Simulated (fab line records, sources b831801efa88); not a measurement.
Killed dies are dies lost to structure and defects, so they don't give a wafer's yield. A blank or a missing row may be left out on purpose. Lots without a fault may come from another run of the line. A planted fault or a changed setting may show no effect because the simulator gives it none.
fab line records | flow sfq_line
record lots=6 wafers=18 last_day=79
route steps=325 shown M4@152 I4@163 JJ@178 M5@206
lots that met no fault: from a run of the same line without faults
start_h: hours from the record's first day to the start of the lot's first wafer shown | wait_h: hours since the lot's step before | " the same as in the row above | L1.1+2: a row that stands for several wafers | - no value, or no start given | * or withheld: withheld | < > ~ a bound
route shown NAME@n: a module of which the file shows steps, and the number in the route of the first | usual: mean/standard deviation of fault-free wafers | same: alike in all rows | chamber/n: place in a boat | sites: the reading at each site | _std_site: their standard deviation | _edge_site: outer sites' mean less inner sites' | radius_mm: how far each site lies from the wafer's centre | mask NAME#n: copy n | behind: the tool/chamber that last shaped the wafer | hold: why the lot was held/for how many hours/how that ended | device: the transistor (n, p or np) that didn't switch | end of line: the same wafers' tests at the end of the route | a step without rows: its recipe alone | killed: dies lost to structure and defects at the first sort, not the wafer's yield | map: a wafer's dies, x killed, . not, _ none there
set.NAME: the setting as run; set.NAME@STEP: as run at that earlier step | model.NAME: the simulator's own value behind a step, which no gauge read
lots at some steps of the route; a table a step, a row a wafer
services: from which hour (start_h, from the record's first day; less than 0 if before it) a tool's chamber was out of use, for how many hours, and why
## steps
# step SFQ_TRILAYER_M4_LITHO_COAT_098
# recipe resist=BARC spin_rpm=3000 resist_thk_nm=62
# step SFQ_TRILAYER_M4_LITHO_COAT_093
# recipe resist=KrF spin_rpm=3000 resist_thk_nm=600
# step SFQ_TRILAYER_M4_LITHO_SOFTBAKE_097
# recipe temp_c=withheld time_s=withheld resist=KrF
# step SFQ_TRILAYER_M4_LITHO_EXPOSE_094
# recipe mask_id=M4 na=0.6 source_shape=conventional sigma_outer=0.65 target_cd_nm=500 dose_mj=14.4
# step SFQ_TRILAYER_M4_LITHO_PEB_096
# recipe peb_temp_c=115 peb_time_s=60 resist=KrF
# step SFQ_TRILAYER_M4_LITHO_DEVELOP_095
# recipe time_s=60 resist=KrF
# step SFQ_M4_OVL_MEAS_926
# usual M4_OVL=3/6.6
# columns lot.wafer tool chamber start_h wait_h M4_OVL[nm]
L666.2 overlay-02 - 814.16 0.1 -5
L666.5 " - " " -1
L666.6 " - " " -1
L667.2 overlay-02 - 821.36 0.1 4
L667.3 " - " " 13
L667.4 " - " " 4
L669.3 overlay-01 - 845.54 0.1 9
L669.4 " - " " -5
L669.6 " - " " -6
L672.3 overlay-01 - 868.65 0.1 -6
L672.5 " - " " -6
L672.6 " - " " -10
L682.3 overlay-01 - 923.65 0.1 -1
L682.4 " - " " 4
L682.6 " - " " 9
L684.2 overlay-01 - 933.24 0.1 5
L684.3 " - " " 2
L684.5 " - " " 2
# step SFQ_TRILAYER_M4_BARC_OPEN_METAL_ETCH_123
# recipe mask_material=PR chemistry=O2 target_depth_nm=125 target=BARC icp_w=600 bias_w=80 pressure_mtorr=10 time_s=41.7
# usual drypump_motor_current_A=5.5/0.37 oes_product_au=0.685/0.0046
# columns lot.wafer tool chamber start_h wait_h drypump_motor_current_A oes_product_au rf_hours_counter_h
L666.2 rie_metal-03 0 814.19 0.0 5.3 0.686 60
L666.5 " 0 " " 5.3 0.681 -
L666.6 " 1 " " 5.4 0.695 -
L667.2 rie_metal-02 1 821.39 0.0 5.9 0.686 118
L667.3 " 0 " " 5.7 0.683 -
L667.4 " 1 " " 5.9 0.687 -
L669.3 rie_metal-02 1 845.59 0.0 5.9 0.677 -
L669.4 " 0 " " 5.8 0.688 -
L669.6 " 0 " " 5.8 0.683 -
L672.3 rie_metal-04 0 868.79 0.1 5.1 0.677 -
L672.5 " 1 " " 4.8 0.684 -
L672.6 " 0 " " 5.1 0.684 -
L682.3 rie_metal-03 1 923.69 0.0 5.4 0.689 -
L682.4 " 0 " " 5.3 0.692 -
L682.6 " 1 " " 5.4 0.693 -
L684.2 rie_metal-04 1 933.27 0.0 4.8 0.688 118
L684.3 " 0 " " 5.1 0.687 -
L684.5 " 1 " " 4.8 0.685 -
# step SFQ_TRILAYER_M4_ETCH_METAL_ETCH_096
# recipe target=Nb stop_on=SiO2 mask_material=PR chemistry=Cl2/Ar target_depth_nm=240 icp_w=600 bias_w=80 pressure_mtorr=10 time_s=120
# usual drypump_motor_current_A=5.5/0.37 oes_product_au=0.897/0.0084
# columns lot.wafer tool chamber start_h wait_h drypump_motor_current_A oes_product_au rf_hours_counter_h
L666.2 rie_metal-03 0 814.25 0.0 5.3 0.889 60
L666.5 " 0 " " 5.3 0.889 -
L666.6 " 1 " " 5.4 0.887 -
L667.2 rie_metal-02 1 821.45 0.0 5.9 0.891 118
L667.3 " 0 " " 5.8 0.888 -
L667.4 " 1 " " 6.0 0.889 -
L669.3 rie_metal-02 1 845.67 0.1 5.9 0.893 -
L669.4 " 0 " " 5.7 0.890 -
L669.6 " 0 " " 5.8 0.904 -
L672.3 rie_metal-04 0 868.87 0.1 5.1 0.894 -
L672.5 " 1 " " 4.8 0.912 -
L672.6 " 0 " " 5.1 0.894 -
L682.3 rie_metal-03 1 923.78 0.1 5.4 0.896 -
L682.4 " 0 " " 5.3 0.898 -
L682.6 " 1 " " 5.4 0.891 -
L684.2 rie_metal-04 1 933.33 0.0 4.9 0.902 118
L684.3 " 0 " " 5.1 0.900 -
L684.5 " 1 " " 4.9 0.898 -
# step SFQ_TRILAYER_M4_STRIP_STRIP_097
# recipe gas=O2 power_w=200 platen_temp_c=40 overash_fraction=0.65 chemistry=O2 pressure_mtorr=50
# usual drypump_motor_current_A=5.5/0.37 oes_product_au=1.001/0.011
# same overash_fraction=0.65
# columns lot.wafer tool chamber start_h wait_h drypump_motor_current_A oes_product_au rf_hours_counter_h
L666.2 rie_metal-03 0 814.38 0.1 5.3 0.990 60
L666.5 " 0 " " 5.3 0.982 -
L666.6 " 1 " " 5.4 1.007 -
L667.2 rie_metal-02 1 821.58 0.1 5.9 0.976 118
L667.3 " 0 " " 5.8 1.006 -
L667.4 " 1 " " 6.0 0.994 -
L669.3 rie_metal-02 1 845.95 0.2 5.9 0.989 -
L669.4 " 0 " " 5.8 0.999 -
L669.6 " 0 " " 5.8 1.011 -
L672.3 rie_metal-04 0 869.16 0.2 5.1 1.011 -
L672.5 " 1 " " 4.9 0.993 -
L672.6 " 0 " " 5.1 1.018 -
L682.3 rie_metal-03 1 924.06 0.2 5.4 1.006 -
L682.4 " 0 " " 5.3 0.985 -
L682.6 " 1 " " 5.4 1.003 -
L684.2 rie_metal-04 1 933.46 0.1 4.9 0.993 118
L684.3 " 0 " " 5.1 1.004 -
L684.5 " 1 " " 4.8 0.993 -
# step SFQ_TRILAYER_M4_STRIP_SOLV_CLEAN_098
# recipe chemistry=NMP temp_c=70 time_s=600
# step SFQ_TRILAYER_I4_DEP_PECVD_099
# recipe material=SiO2 temp_c=150 time_s=111.11 pressure_torr=2.4 rf_w=183.3 precursor=SiH4/N2O target_thk_nm=500
# step SFQ_TRILAYER_I4_CMP_CMP_100
# recipe material=SiO2 down_force_psi=3 platen_rpm=60 pad_velocity_m_s=0.94248
# usual motor_current_A=10.1/0.57 time_to_endpoint_s=214/11
# columns lot.wafer tool chamber start_h wait_h motor_current_A time_to_endpoint_s model.SiO2_of_TRILAYER_I4_DEP_PECVD_099.thk_nm
L666.2 cmp-02 3 872.01 56.8 9.6 198 198
L666.6 " 0 " " 10.3 217 200.9
L666.5 " 1 " " 10.1 220 202.6
L667.3 cmp-01 3 880.88 58.5 10.8 221 200
L667.2 " 0 " " 8.9 233 203.1
L667.4 " 2 882.38 59.9 10.4 226 200.5
L669.4 cmp-01 0 904.89 58.3 9.8 218 201.6
L669.3 " 1 " " 10.6 197 198.4
L669.6 " 3 906.39 59.8 10.6 218 200.2
L672.3 cmp-01 0 933.39 63.6 9.8 226 201.7
L672.6 " 2 934.39 64.6 10.0 224 201.5
L672.5 " 3 " " 11.3 230 201.2
L682.4 cmp-02 1 992.20 67.5 9.8 253 151.7
L682.3 " 2 " " 9.4 248 150.1
L682.6 " 1 994.20 69.5 10.1 260 151.6
L684.3 cmp-02 1 1007.20 72.9 10.0 263 151.3
L684.2 " 3 1008.20 73.9 9.7 240 149.5
L684.5 " 1 1009.20 74.9 10.3 273 151.5
# step SFQ_I4_BOW_MEAS_927
# recipe mode=bow
# usual I4_BOW=6/10
# columns lot.wafer tool chamber start_h wait_h I4_BOW[um]
L666.2 film_metro-02 - 873.53 1.0 15
L666.5 " - " " -6
L666.6 " - " " -6
L667.2 film_metro-02 - 883.90 2.0 20
L667.3 " - " " 14
L667.4 " - " " 16
L669.3 film_metro-01 - 907.43 1.5 -3
L669.4 " - " " -1
L669.6 " - " " 10
L672.3 film_metro-03 - 935.43 1.5 12
L672.5 " - " " -6
L672.6 " - " " 0
L682.3 film_metro-02 - 994.74 1.5 2
L682.4 " - " " 3
L682.6 " - " " 14
L682.3 film_metro-02 - 996.06 1.3 -
L682.4 " - " " -
L682.6 " - " " -
L684.2 film_metro-02 - 1009.72 1.0 -15
L684.3 " - " " -2
L684.5 " - " " 3
L684.2 film_metro-02 - 1011.04 1.3 -
L684.3 " - " " -
L684.5 " - " " -
# step SFQ_TRILAYER_I4_METRO_MEASURE_101
# usual thk_nm=200.1/1.5
# columns lot.wafer tool chamber start_h wait_h thk_nm
L666.2 film_metro-02 - 873.83 0.3 198.2
L666.5 " - " " 202.5
L666.6 " - " " 201.0
L667.2 film_metro-02 - 884.20 0.3 202.9
L667.3 " - " " 200.0
L667.4 " - " " 200.4
L669.3 film_metro-01 - 907.91 0.5 198.5
L669.4 " - " " 201.8
L669.6 " - " " 200.1
L672.3 film_metro-03 - 935.91 0.5 201.5
L672.5 " - " " 201.1
L672.6 " - " " 201.4
L682.3 film_metro-02 - 999.42 3.3 150.2
L682.4 " - " " 151.6
L682.6 " - " " 151.6
L682.3 film_metro-02 - 1000.79 1.2 150.1
L682.4 " - " " 151.7
L682.6 " - " " 151.6
L684.2 film_metro-02 - 1012.76 1.7 149.5
L684.3 " - " " 151.3
L684.5 " - " " 151.3
L684.2 film_metro-02 - 1014.22 1.3 149.6
L684.3 " - " " 151.3
L684.5 " - " " 151.6
# step SFQ_TRILAYER_I4_VIA_LITHO_COAT_108
# recipe resist=BARC spin_rpm=3000 resist_thk_nm=62
# step SFQ_TRILAYER_I4_VIA_LITHO_COAT_103
# recipe resist=KrF spin_rpm=3000 resist_thk_nm=650
# step SFQ_TRILAYER_I4_VIA_LITHO_SOFTBAKE_107
# recipe temp_c=withheld time_s=withheld resist=KrF
# step SFQ_TRILAYER_I4_VIA_LITHO_EXPOSE_104
# recipe mask_id=I4 na=0.6 source_shape=conventional sigma_outer=0.65 target_cd_nm=700 dose_mj=21.3
# step SFQ_TRILAYER_I4_VIA_LITHO_PEB_106
# recipe peb_temp_c=115 peb_time_s=60 resist=KrF
# step SFQ_TRILAYER_I4_VIA_LITHO_DEVELOP_105
# recipe time_s=60 resist=KrF
# step SFQ_I4_OVL_MEAS_928
# usual I4_OVL=-1/4.8
# columns lot.wafer tool chamber start_h wait_h I4_OVL[nm]
L666.2 overlay-01 - 954.33 0.1 -4
L666.5 " - " " -8
L666.6 " - " " -3
L667.2 overlay-02 - 966.33 0.1 -5
L667.3 " - " " -13
L667.4 " - " " -3
L669.3 overlay-02 - 998.31 0.1 -6
L669.4 " - " " 5
L669.6 " - " " 0
L672.3 overlay-02 - 1027.08 0.1 7
L672.5 " - " " -10
L672.6 " - " " 4
L682.3 overlay-02 - 1092.03 0.1 -3
L682.4 " - " " -4
L682.6 " - " " -10
L684.2 overlay-01 - 1113.75 0.1 0
L684.3 " - " " 0
L684.5 " - " " 0
# step SFQ_TRILAYER_I4_VIA_BARC_OPEN_VIA_ETCH_146
# recipe mask_material=PR chemistry=O2 target_depth_nm=125 target=BARC source_w=500 bias_w=80 pressure_mtorr=30 time_s=41.7
# step SFQ_TRILAYER_I4_VIA_ETCH_VIA_ETCH_106
# recipe target=SiO2 stop_on=Nb mask_material=PR taper_deg=20 chemistry=CHF3 target_depth_nm=260 source_w=500 bias_w=80 pressure_mtorr=30 time_s=withheld
# usual drypump_motor_current_A=5.6/0.38 oes_product_au=0.854/0.0054
# columns lot.wafer tool chamber start_h wait_h drypump_motor_current_A oes_product_au model.I4.feature_depth_nm model.etch.depth_nm
L666.2 rie_diel-03 0 954.40 0.0 4.8 0.848 198 198
L666.5 " 3 " " 5.9 0.864 202.6 202.6
L666.6 " 0 " " 4.8 0.854 200.9 200.9
L667.2 rie_diel-03 2 966.40 0.0 5.7 0.860 203.1 203.1
L667.3 " 0 " " 4.8 0.856 200 200
L667.4 " 1 " " 5.4 0.852 200.5 200.5
L669.3 rie_diel-02 1 998.37 0.0 5.4 0.849 198.4 198.4
L669.4 " 3 " " 5.8 0.861 201.6 201.6
L669.6 " 1 " " 5.4 0.849 200.2 200.2
L672.3 rie_diel-02 1 1027.14 0.0 5.4 0.854 201.7 201.7
L672.5 " 3 " " 5.8 0.856 201.2 201.2
L672.6 " 0 " " 6.0 0.854 201.5 201.5
L682.3 rie_diel-01 3 1092.10 0.0 6.1 0.736 150.1 150.1
L682.4 " 0 " " 5.6 0.735 151.7 151.7
L682.6 " 1 " " 5.8 0.742 151.6 151.6
L684.2 rie_diel-03 1 1113.82 0.0 5.4 0.731 149.5 149.5
L684.3 " 0 " " 4.8 0.741 151.3 151.3
L684.5 " 2 " " 5.7 0.734 151.5 151.5
# step SFQ_TRILAYER_I4_VIA_STRIP_STRIP_107
# recipe gas=O2 power_w=200 platen_temp_c=40 overash_fraction=0.65 chemistry=O2 pressure_mtorr=50
# step SFQ_TRILAYER_I4_VIA_STRIP_SOLV_CLEAN_108
# recipe chemistry=NMP temp_c=70 time_s=600
# step SFQ_TRILAYER_JJ_TRILAYER_DEP_PRE_CLEAN_113
# recipe gas=Ar time_s=22.5 bias_v=250
# step SFQ_TRILAYER_JJ_TRILAYER_DEP_SPUTTER_109
# recipe material=Nb base_pressure_pa=1.33e-06 chamber_pressure_pa=0.1333 substrate_temp_c=20 target_thk_nm=150 power_w=2000 time_s=100
# usual throttle_valve_pct=30.2/1.1
# columns lot.wafer tool chamber start_h wait_h throttle_valve_pct
L666.2 pvd_sputter-04 - 955.32 0.0 30.6
L666.5 " - " " 30.8
L666.6 " - " " 31.6
L667.2 pvd_sputter-03 - 967.52 0.0 30.8
L667.3 " - " " 30.0
L667.4 " - " " 31.3
L669.3 pvd_sputter-03 - 999.49 0.0 30.8
L669.4 " - " " 28.9
L669.6 " - " " 28.6
L672.3 pvd_sputter-06 - 1028.06 0.0 30.6
L672.5 " - " " 28.4
L672.6 " - " " 29.3
L682.3 pvd_sputter-04 - 1093.01 0.0 31.3
L682.4 " - " " 31.0
L682.6 " - " " 31.2
L684.2 pvd_sputter-06 - 1115.34 0.0 29.2
L684.3 " - " " 28.2
L684.5 " - " " 28.4
# step SFQ_TRILAYER_JJ_TRILAYER_DEP_SPUTTER_110
# recipe material=Al base_pressure_pa=1.33e-06 target_thk_nm=8 power_w=500 time_s=10 chamber_pressure_pa=0.4
# usual throttle_valve_pct=30.2/1.1
# columns lot.wafer tool chamber start_h wait_h throttle_valve_pct
L666.2 pvd_sputter-04 - 955.39 0.0 30.6
L666.5 " - " " 30.6
L666.6 " - " " 31.6
L667.2 pvd_sputter-03 - 967.59 0.0 30.6
L667.3 " - " " 29.7
L667.4 " - " " 31.0
L669.3 pvd_sputter-03 - 999.56 0.0 30.7
L669.4 " - " " 29.1
L669.6 " - " " 28.9
L672.3 pvd_sputter-06 - 1028.13 0.0 30.8
L672.5 " - " " 28.5
L672.6 " - " " 29.0
L682.3 pvd_sputter-04 - 1093.09 0.0 31.2
L682.4 " - " " 30.7
L682.6 " - " " 31.1
L684.2 pvd_sputter-06 - 1115.41 0.0 29.3
L684.3 " - " " 28.2
L684.5 " - " " 28.6
# step SFQ_TRILAYER_JJ_TRILAYER_DEP_AL_OXIDATION_111
# recipe pressure_mbar=0.014667 oxidation_time_s=600 temperature_k=293
# step SFQ_TRILAYER_JJ_TRILAYER_DEP_SPUTTER_112
# recipe material=Nb base_pressure_pa=1.33e-06 chamber_pressure_pa=0.1333 substrate_temp_c=20 target_thk_nm=170 power_w=2000 time_s=113.3
# step SFQ_JJ_RS_MEAS_929
# recipe thk_meas_gauge=four-point-probe reads=Nb_of_TRILAYER_JJ_TRILAYER_DEP_SPUTTER_112
# usual JJ_NB_RS=1.051/0.014
# columns lot.wafer tool chamber start_h wait_h JJ_NB_RS[ohm/sq]
L666.2 film_metro-01 - 956.51 0.1 1.049
L666.5 " - " " 1.046
L666.6 " - " " 1.039
L667.2 film_metro-04 - 968.71 0.1 1.046
L667.3 " - " " 1.063
L667.4 " - " " 1.038
L669.3 film_metro-04 - 1000.70 0.1 1.046
L669.4 " - " " 1.045
L669.6 " - " " 1.041
L672.3 film_metro-04 - 1029.27 0.1 1.058
L672.5 " - " " 1.064
L672.6 " - " " 1.059
L682.3 film_metro-04 - 1094.23 0.1 1.069
L682.4 " - " " 1.052
L682.6 " - " " 1.058
L684.2 film_metro-02 - 1116.53 0.1 1.060
L684.3 " - " " 1.050
L684.5 " - " " 1.059
# step SFQ_TRILAYER_JJ_CE_LITHO_COAT_119
# recipe resist=BARC spin_rpm=3000 resist_thk_nm=62
# step SFQ_TRILAYER_JJ_CE_LITHO_COAT_114
# recipe resist=KrF spin_rpm=3000 resist_thk_nm=600
# step SFQ_TRILAYER_JJ_CE_LITHO_SOFTBAKE_118
# recipe temp_c=withheld time_s=withheld resist=KrF
# step SFQ_TRILAYER_JJ_CE_LITHO_EXPOSE_115
# recipe mask_id=J5 na=0.6 source_shape=conventional sigma_outer=0.65 target_cd_nm=700 dose_mj=14.4
# step SFQ_TRILAYER_JJ_CE_LITHO_PEB_117
# recipe peb_temp_c=115 peb_time_s=60 resist=KrF
# step SFQ_TRILAYER_JJ_CE_LITHO_DEVELOP_116
# recipe time_s=60 resist=KrF
# step SFQ_JJ_OVL_MEAS_931
# usual J5_OVL=2/6.5
# columns lot.wafer tool chamber start_h wait_h J5_OVL[nm]
L666.2 overlay-01 - 973.69 0.1 2
L666.5 " - " " 2
L666.6 " - " " 4
L667.2 overlay-01 - 979.69 0.1 0
L667.3 " - " " 7
L667.4 " - " " 4
L669.3 overlay-01 - 1095.63 0.1 2
L669.4 " - " " -4
L669.6 " - " " -5
L672.3 overlay-02 - 1146.53 0.1 3
L672.5 " - " " 4
L672.6 " - " " 2
L682.3 overlay-01 - 1238.60 0.1 5
L682.4 " - " " 6
L682.6 " - " " 0
L684.2 overlay-01 - 1268.72 0.1 -16
L684.3 " - " " -12
L684.5 " - " " -11
# step SFQ_TRILAYER_JJ_CE_METRO_MEASURE_117
# step SFQ_TRILAYER_JJ_CE_BARC_OPEN_RIE_150
# recipe mask_material=PR chemistry=O2 target_depth_nm=240 target=BARC icp_w=600 bias_w=80 pressure_mtorr=10 time_s=80
# step SFQ_TRILAYER_M5_ETCH_METAL_ETCH_126
# recipe target=Nb stop_on=SiO2 mask_material=PR over_etch_frac=0.15 time_s=203.2 chemistry=Cl2/BCl3 target_depth_nm=265 icp_w=600 bias_w=80 pressure_mtorr=10
# usual drypump_motor_current_A=5.5/0.3 oes_product_au=0.728/0.0063
# columns lot.wafer tool chamber start_h wait_h drypump_motor_current_A oes_product_au rf_hours_counter_h model.SiO2_of_TRILAYER_I4_DEP_PECVD_099.thk_nm
L666.2 rie_metal-03 1 1070.36 0.0 5.4 0.718 87 178
L666.5 " 1 " " 5.4 0.722 - 182.7
L666.6 " 0 " " 5.3 0.731 - 181.1
L667.2 rie_metal-03 1 1077.56 0.0 5.4 0.730 88 183
L667.3 " 0 " " 5.3 0.729 - 180.2
L667.4 " 1 " " 5.4 0.730 - 180.4
L669.3 rie_metal-03 1 1100.74 0.1 5.4 0.738 - 178.4
L669.4 " 0 " " 5.3 0.730 - 182
L669.6 " 1 " " 5.4 0.725 - 180.2
L672.3 rie_metal-01 0 1151.64 0.1 5.1 0.721 - 181.8
L672.5 " 1 " " 5.2 0.720 - 180.8
L672.6 " 0 " " 5.1 0.742 - 181.7
L682.3 rie_metal-02 0 1386.85 0.1 5.8 0.731 - 130.2
L682.4 " 1 " " 5.9 0.719 - 131.6
L682.6 " 1 " " 5.9 0.720 - 131.5
L684.2 rie_metal-03 1 1409.71 0.1 5.4 0.737 - 129.3
L684.3 " 1 " " 5.4 0.722 - 131
L684.5 " 1 " " 5.4 0.730 - 131.4
## services
# columns tool chamber start_h hours kind
film_metro-02 - 819.55 0.8 pm
rie_metal-03 - 837.32 15.6 pm
film_metro-02 - 843.33 2.5 pm
rie_metal-03 - 866.77 14.6 pm
film_metro-02 - 881.53 0.9 pm
rie_metal-04 - 888.16 1.4 pm
film_metro-02 - 940.53 0.3 pm
rie_metal-03 1 942.42 2.1 repair
rie_metal-03 - 962.67 28.1 pm
rie_metal-04 - 1043.53 6.1 repair
rie_metal-04 0 1055.49 16.3 repair
rie_metal-02 0 1059.60 20.6 repair
rie_metal-03 1 1079.16 8.3 repair
rie_metal-02 1 1103.49 5.7 repair
rie_metal-02 - 1124.02 2.8 pm
rie_metal-03 - 1134.19 2.8 pm
rie_metal-03 - 1197.77 1.3 repair
rie_metal-02 1 1245.18 11.8 repair
rie_metal-02 - 1280.43 2.0 repair
rie_metal-02 1 1312.15 21.1 repair
rie_metal-03 - 1357.59 0.9 repair
rie_metal-02 - 1363.36 14.6 pm
rie_metal-03 - 1391.84 1.2 repair
rie_metal-03 0 1400.56 18.8 repair
## key
first_sign step=SFQ_TRILAYER_I4_CMP_CMP_100 reading=time_to_endpoint_s direction=up sigmas=3.9 usual=* struck=*
effect step=SFQ_I4_BOW_MEAS_927 reading=visit direction=added
effect step=SFQ_TRILAYER_I4_METRO_MEASURE_101 reading=visit direction=added
effect step=SFQ_TRILAYER_I4_METRO_MEASURE_101 reading=thk_nm direction=down sigmas=33 usual=200.1 struck=150.9
effect step=SFQ_TRILAYER_I4_VIA_ETCH_VIA_ETCH_106 reading=oes_product_au direction=down sigmas=22 usual=0.854 struck=0.737
model_effect step=SFQ_TRILAYER_I4_CMP_CMP_100 value=SiO2_of_TRILAYER_I4_DEP_PECVD_099.thk_nm without=200.9 struck=150.9
model_effect step=SFQ_TRILAYER_I4_VIA_ETCH_VIA_ETCH_106 value=I4.feature_depth_nm without=200.9 struck=150.9
model_effect step=SFQ_TRILAYER_M5_ETCH_METAL_ETCH_126 value=SiO2_of_TRILAYER_I4_DEP_PECVD_099.thk_nm without=180.8 struck=130.8
met_at SFQ_TRILAYER_I4_CMP_CMP_100
struck_wafers L682.3,L682.4,L682.6,L684.2,L684.3,L684.5
onset_between 872.01 992.20
fault kind=process_parameter_drift tool=cmp-02 chamber=- onset_h=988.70 steps=SFQ_TRILAYER_I4_CMP_CMP_100 channel=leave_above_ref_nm offset=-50 shape=step end_h=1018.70 acts_in=these_recipes_only stated=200
